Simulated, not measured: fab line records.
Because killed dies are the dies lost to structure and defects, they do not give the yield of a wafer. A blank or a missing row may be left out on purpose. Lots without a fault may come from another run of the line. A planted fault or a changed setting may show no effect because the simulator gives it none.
Chamber matching ; flow sky130 ; SKY_VIA1_ETCH_14 on rie diel-04 has 4 sister chambers
The step etches BARC in N2/H2, stops on SiO2, time 45.9 s, target depth 60 nm. 22 wafers are shown with their chamber, then 11 later ones without.

## WAFERS PAIRED WITH THEIR CHAMBERS
wafer;chamber;drypump motor current A (A);throttle valve pct (%);oes product au (a.u.)
L076.2;3;5.9;13.235;0.860
L076.3;0;5.7;13.233;0.859
L076.4;2;6.3;13.236;0.864
L077.2;0;5.7;13.230;0.853
L077.4;2;6.2;13.240;0.848
L077.6;1;5.1;13.229;0.858
L078.1;3;5.9;13.214;0.857
L078.5;3;5.9;13.230;0.853
L078.6;2;6.2;13.224;0.858
L079.4;1;5.1;13.224;0.854
L079.5;1;5.1;13.221;0.865
L079.6;0;5.7;13.232;0.854
L080.1;3;5.9;13.212;0.857
L080.2;0;5.7;13.212;0.852
L080.5;1;5.1;13.239;0.851
L081.2;1;5.1;13.222;0.856
L081.4;0;5.7;13.231;0.851
L081.6;2;6.2;13.239;0.855
L084.2;3;5.9;13.209;0.861
L084.4;2;6.2;13.220;0.844
L084.6;0;5.7;13.209;0.855
L087.2;0;5.7;13.223;0.848

SIGNATURES (means of the wafers above)
reading;chamber 0;chamber 1;chamber 2;chamber 3;scatter within a chamber
drypump motor current A;5.700;5.100;6.220;5.900;0.0211
throttle valve pct;13.22429;13.22700;13.23180;13.22000;0.00972
oes product au;0.85314;0.85680;0.85380;0.85760;0.00513
Rule: for each reading, subtract the chamber's mean from the wafer's reading, divide by that reading's scatter and square the result; add these up over the readings and take the root, which gives the wafer's distance from the chamber. The wafer belongs to the nearest chamber; if the next one is less than 2 further off, it can't be placed. The scatter is the square root of a quotient: the sum, over the shown wafers, of each reading's squared deviation from its chamber's mean, divided by wafers minus chambers.

## WAFERS WITHOUT THEIR CHAMBER
wafer;drypump motor current A (A);throttle valve pct (%);oes product au (a.u.)
L087.4;5.9;13.231;0.854
L087.5;6.2;13.239;0.852
L089.2;5.9;13.219;0.854
L089.3;6.3;13.227;0.858
L089.4;5.1;13.232;0.854
L094.1;5.1;13.225;0.852
L094.4;5.9;13.218;0.854
L094.6;5.1;13.240;0.851
L096.2;6.2;13.227;0.856
L096.4;5.7;13.223;0.851
L096.5;5.7;13.233;0.856

## CHAMBER TAKEN BY EACH
wafer;from the rows above;in truth
L087.4;3;3
L087.5;2;2
L089.2;3;3
L089.3;2;2
L089.4;1;1
L094.1;1;1
L094.4;3;3
L094.6;1;1
L096.2;2;2
L096.4;0;0
L096.5;0;0
11 of 11 placed correctly. Number that these rows cannot place: 0. Wrongly placed: 0.
